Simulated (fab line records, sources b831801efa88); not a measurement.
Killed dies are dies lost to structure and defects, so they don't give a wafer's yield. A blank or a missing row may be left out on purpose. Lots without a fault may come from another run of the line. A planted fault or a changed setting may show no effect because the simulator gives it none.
fab line records | flow sky130 | part 2 of 2: steps 26 to 35 of 35
record lots=5 wafers=15 last_day=51
route steps=708 shown VIA2@521 METAL3@532 CAPM@537
lots that met no fault: from a run of the same line without faults
start_h: hours from the record's first day to the start of the lot's first wafer shown | wait_h: hours since the lot's step before | " the same as in the row above | L1.1+2: a row that stands for several wafers | - no value, or no start given | * or withheld: withheld | < > ~ a bound
route shown NAME@n: a module of which the file shows steps, and the number in the route of the first | usual: mean/standard deviation of fault-free wafers | same: alike in all rows | chamber/n: place in a boat | sites: the reading at each site | _std_site: their standard deviation | _edge_site: outer sites' mean less inner sites' | radius_mm: how far each site lies from the wafer's centre | mask NAME#n: copy n | behind: the tool/chamber that last shaped the wafer | hold: why the lot was held/for how many hours/how that ended | device: the transistor (n, p or np) that didn't switch | end of line: the same wafers' tests at the end of the route | a step without rows: its recipe alone | killed: dies lost to structure and defects at the first sort, not the wafer's yield | map: a wafer's dies, x killed, . not, _ none there
set.NAME: the setting as run; set.NAME@STEP: as run at that earlier step | model.NAME: the simulator's own value behind a step, which no gauge read
lots at some steps of the route; a table a step, a row a wafer
services: from which hour (start_h, from the record's first day; less than 0 if before it) a tool's chamber was out of use, for how many hours, and why
## steps
# step SKY_CAPM_EXPOSE_09
# recipe mask_id=CAPM na=0.6 source_shape=conventional sigma_outer=0.6 polarization=unpolarized target_cd_nm=1000 dose_mj=159
# columns lot.wafer tool chamber start_h wait_h mask
L077.1+2+4 iline_stepper-02 0 - - CAPM#0
L082.4+5+6 iline_stepper-01 0 - - CAPM#0
L085.1+2+3 iline_stepper-02 0 - - CAPM#0
L088.2+3+6 iline_stepper-01 0 - - CAPM#0
L096.1+2+3 iline_stepper-01 0 - - CAPM#0
# step SKY_CAPM_PEB_10
# recipe temp_c=withheld time_s=* resist=NOVOLAK
# usual resist_line_temp_C=*
# columns lot.wafer tool chamber start_h wait_h resist_line_temp_C
L077.1 litho_track-04 0 - - *
L077.2 " 0 " " *
L077.4 " 0 " " *
L082.4 litho_track-01 0 - - *
L082.5 " 0 " " *
L082.6 " 0 " " *
L085.1 litho_track-02 0 - - *
L085.2 " 0 " " *
L085.3 " 0 " " *
L088.2 litho_track-02 0 - - *
L088.3 " 0 " " *
L088.6 " 0 " " *
L096.1 litho_track-02 0 - - *
L096.2 " 0 " " *
L096.3 " 0 " " *
# step SKY_CAPM_DEVELOP_11
# recipe resist=NOVOLAK developer=TMAH develop_time_s=60 dev_temp_c=23
# usual resist_line_temp_C=23.03/0.1
# columns lot.wafer tool chamber start_h wait_h resist_line_temp_C
L077.1 litho_track-04 0 921.52 0.1 23.06
L077.2 " 0 " " 23.04
L077.4 " 0 " " 23.06
L082.4 litho_track-01 0 951.14 0.1 22.99
L082.5 " 0 " " 22.97
L082.6 " 0 " " 23.01
L085.1 litho_track-02 0 978.91 0.1 22.95
L085.2 " 0 " " 22.98
L085.3 " 0 " " 22.91
L088.2 litho_track-02 0 998.98 0.1 22.98
L088.3 " 0 " " 22.91
L088.6 " 0 " " 22.83
L096.1 litho_track-02 0 1044.26 0.1 23.02
L096.2 " 0 " " 23.02
L096.3 " 0 " " 22.92
# step SKY_CAPM_OVL_MEAS_12
# usual CAPM_OVL=-0.3/1.4
# columns lot.wafer tool chamber start_h wait_h CAPM_OVL[nm]
L077.1 overlay-01 - 921.67 0.1 -0.8
L077.2 " - " " 0.0
L077.4 " - " " -1.4
L082.4 overlay-01 - 951.23 0.1 -0.2
L082.5 " - " " -0.6
L082.6 " - " " 1.1
L085.1 overlay-01 - 979.06 0.1 -0.6
L085.2 " - " " 0.4
L085.3 " - " " -0.6
L088.2 overlay-01 - 999.11 0.1 -0.3
L088.3 " - " " 0.1
L088.6 " - " " -1.1
L096.1 overlay-02 - 1044.41 0.1 -2.5
L096.2 " - " " -0.6
L096.3 " - " " -0.7
# step SKY_CAPM_METAL_ETCH_13
# recipe target_depth_nm=220 stop_on=SiO2 chemistry=Cl2/BCl3 target=TiN pressure_mtorr=10 icp_w=900 bias_w=48.5 Cl2_flow_sccm=60 bcl3_flow_sccm=30 time_s=62.9
# usual drypump_motor_current_A=5.84/0.23 oes_product_au=0.939/0.007 throttle_valve_pct=21.904/0.0099
# columns lot.wafer tool chamber start_h wait_h drypump_motor_current_A oes_product_au rf_hours_counter_h throttle_valve_pct
L077.1 rie_metal-04 0 921.70 0.0 5.73 0.949 10 21.913
L077.2 " 1 " " 5.55 0.952 2 21.897
L077.4 " 1 " " 5.57 0.955 - 21.908
L082.4 rie_metal-02 0 951.27 0.0 5.89 0.934 - 21.892
L082.5 " 0 " " 5.85 0.944 - 21.884
L082.6 " 1 " " 6.07 0.935 - 21.915
L085.1 rie_metal-03 0 979.09 0.0 6.20 0.949 6 21.893
L085.2 " 1 " " 5.65 0.937 16 21.918
L085.3 " 0 " " 6.23 0.938 - 21.912
L088.2 rie_metal-04 0 999.14 0.0 5.72 0.934 14 21.909
L088.3 " 0 " " 5.72 0.940 - 21.885
L088.6 " 1 " " 5.56 0.933 - 21.901
L096.1 rie_metal-04 0 1044.44 0.0 5.74 0.938 16 21.904
L096.2 " 1 " " 5.57 0.943 9 21.907
L096.3 " 0 " " 5.72 0.934 - 21.909
# step SKY_CAPM_STRIP_14
# recipe chemistry=O2/N2 power_w=1400 pressure_mtorr=1500 platen_temp_c=withheld o2_flow_sccm=3000 n2_flow_sccm=300 overash_fraction=0.5
# usual drypump_motor_current_A=5.7/0.4 oes_product_au=0.710/0.005 strip_time_to_endpoint_s=12.66/0.038
# same overash_fraction=0.5
# columns lot.wafer tool chamber start_h wait_h drypump_motor_current_A oes_product_au rf_hours_counter_h strip_time_to_endpoint_s
L077.1 plasma_asher-01 1 921.78 0.1 5.1 0.716 17 12.61
L077.2 " 0 " " 6.0 0.712 17 12.61
L077.4 " 0 " " 6.0 0.706 - 12.63
L082.4 plasma_asher-01 1 951.36 0.1 5.1 0.711 - 12.65
L082.5 " 0 " " 6.0 0.711 - 12.68
L082.6 " 1 " " 5.1 0.712 - 12.66
L085.1 plasma_asher-03 1 979.17 0.1 5.2 0.705 58 12.67
L085.2 " 0 " " 5.5 0.713 58 12.65
L085.3 " 0 " " 5.4 0.706 - 12.62
L088.2 plasma_asher-02 0 999.22 0.1 6.0 0.705 88 12.65
L088.3 " 1 " " 6.1 0.718 - 12.71
L088.6 " 0 " " 6.0 0.716 - 12.64
L096.1 plasma_asher-03 0 1044.52 0.1 5.4 0.713 64 12.66
L096.2 " 1 " " 5.2 0.713 64 12.59
L096.3 " 1 " " 5.2 0.706 - 12.59
# step SKY_CAPM_STRIP_15
# recipe chemistry=post_etch_residue_remover time_s=1200 temp_c=72.5
# columns lot.wafer tool chamber start_h wait_h
L077.1+2+4 wet_bench-03 3 921.88 0.1
L082.4+5+6 wet_bench-03 0 951.43 0.0
L085.1+2+3 wet_bench-04 0 979.27 0.1
L088.2+3+6 wet_bench-02 3 999.32 0.1
L096.1+2+3 wet_bench-03 0 1044.69 0.1
# step SKY_CAPM_CLEAN_16
# recipe chemistry=IPA time_s=180 temp_c=25
# columns lot.wafer tool chamber start_h wait_h
L077.1+2+4 wet_bench-04 3 922.22 0.0
L082.4+5+6 wet_bench-04 0 951.77 0.0
L085.1+2+3 wet_bench-02 3 979.61 0.0
L088.2+3+6 wet_bench-03 0 999.66 0.0
L096.1+2+3 wet_bench-04 2 1045.03 0.0
# step SKY_CAPM_CLEAN_17
# recipe chemistry=O3/DIW dry=n2_spin
# columns lot.wafer tool chamber start_h wait_h
L077.1+2+4 wet_bench-02 2 922.29 0.0
L082.4+5+6 wet_bench-02 1 951.83 0.0
L085.1+2+3 wet_bench-03 3 979.67 0.0
L088.2+3+6 wet_bench-04 2 999.73 0.0
L096.1+2+3 wet_bench-03 2 1045.09 0.0
# step SKY_METAL3_DEHYDRATE_05
# recipe temp_c=200 time_s=60
# usual plate_temp_C=199.98/0.17 resist_line_temp_C=23.01/0.1
# columns lot.wafer tool chamber start_h wait_h plate_temp_C resist_line_temp_C
L077.1 litho_track-01 0 934.21 11.8 199.95 22.92
L077.2 " 0 " " 199.88 23.14
L077.4 " 0 " " 199.84 22.85
L082.4 litho_track-03 0 963.12 11.2 200.04 22.97
L082.5 " 0 " " 200.03 23.00
L082.6 " 0 " " 200.18 23.13
L085.1 litho_track-03 0 990.79 11.0 199.96 22.99
L085.2 " 0 " " 199.97 22.92
L085.3 " 0 " " 199.73 23.10
L088.2 litho_track-01 0 1011.09 11.3 200.06 23.01
L088.3 " 0 " " 200.10 22.85
L088.6 " 0 " " 199.71 23.02
L096.1 litho_track-03 0 1055.69 10.5 199.89 22.83
L096.2 " 0 " " 199.78 22.82
L096.3 " 0 " " 199.93 22.96
## services
# columns tool chamber start_h hours kind
plasma_asher-01 - 881.08 1.8 repair
wet_bench-04 - 896.15 5.6 repair
rie_diel-02 0 904.76 2.7 repair
cmp-02 - 909.76 1.3 repair
cmp-01 - 912.02 4.0 pm
rie_diel-03 - 919.30 4.3 pm
rie_diel-01 - 934.26 0.3 repair
rie_diel-01 1 936.21 2.0 repair
plasma_asher-01 - 940.85 2.7 repair
rie_diel-03 2 943.15 97.3 repair
rie_diel-03 1 961.12 5.8 repair
cvd_w-01 - 966.57 1.1 repair
pvd_sputter-04 - 975.56 4.8 repair
rie_diel-03 1 978.35 6.6 repair
rie_metal-04 0 985.94 1.2 repair
wet_bench-04 - 990.10 4.7 repair
wet_bench-02 - 995.12 0.5 repair
pvd_sputter-02 - 995.26 0.9 repair
wet_bench-04 - 1004.71 2.2 repair
pvd_sputter-03 - 1026.05 0.8 repair
rie_diel-03 3 1028.48 1.7 repair
rie_diel-01 - 1036.38 1.0 repair
cvd_w-01 0 1036.42 3.1 repair
pvd_sputter-04 - 1039.09 1.9 repair
